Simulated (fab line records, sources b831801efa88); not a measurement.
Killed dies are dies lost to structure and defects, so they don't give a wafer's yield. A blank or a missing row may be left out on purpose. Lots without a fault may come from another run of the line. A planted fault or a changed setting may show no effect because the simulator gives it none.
Chamber matching | flow sky130 | SKY_VIA1_CMP_24 on cmp-02: 4 sister chambers
The step polishes, stops on SiO2, t overpolish 15 s, target thk 0 nm. 8 wafers are shown with their chamber, then 10 later ones without.

WAFERS WITH THEIR CHAMBER
wafer  | chamber | time_to_endpoint_s (s) | motor_current_A (A)
L929.6 | 3       | 70                     | 11.0
L935.3 | 3       | 69                     | 11.3
L931.1 | 1       | 62                     | 10.4
L931.3 | 0       | 70                     | 9.7
L931.4 | 2       | 61                     | 10.5
L932.1 | 1       | 58                     | 10.3
L932.4 | 2       | 64                     | 10.6
L932.5 | 0       | 71                     | 9.7

WAFERS WITHOUT THEIR CHAMBER
wafer  | time_to_endpoint_s (s) | motor_current_A (A)
L936.1 | 69                     | 11.2
L936.3 | 69                     | 10.3
L936.4 | 62                     | 11.1
L937.1 | 58                     | 10.4
L937.3 | 70                     | 10.9
L937.4 | 73                     | 9.6
L939.1 | 60                     | 10.4
L939.5 | 72                     | 9.7
L940.1 | 69                     | 11.0
L940.5 | 60                     | 10.3

WHICH CHAMBER EACH WENT THROUGH
wafer  | from the rows above          | in truth
L936.1 | 3                            | 3
L936.3 | can't be placed: 2 or 1 or 0 | 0
L936.4 | can't be placed: 3 or 2      | 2
L937.1 | can't be placed: 1 or 2      | 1
L937.3 | 3                            | 3
L937.4 | 0                            | 0
L939.1 | can't be placed: 1 or 2      | 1
L939.5 | 0                            | 0
L940.1 | 3                            | 3
L940.5 | 1                            | 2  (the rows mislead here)
Placed correctly: 5 of 10. Can't be placed from these rows: 4 (the true chamber is among the candidates in 4). Placed wrongly: 1.
How it was worked out, from the rows above alone: a wafer's distance from a chamber is the root of the sum, over the readings, of the square of ((its reading less the chamber's mean) divided by the reading's scatter). The wafer belongs to the nearest chamber; if the next one is less than 2 further off, it can't be placed. A chamber's mean is the mean of its shown wafers. The scatter: the root of (the sum of the squares of (reading less its chamber's mean) over the shown wafers, divided by (wafers less chambers)).
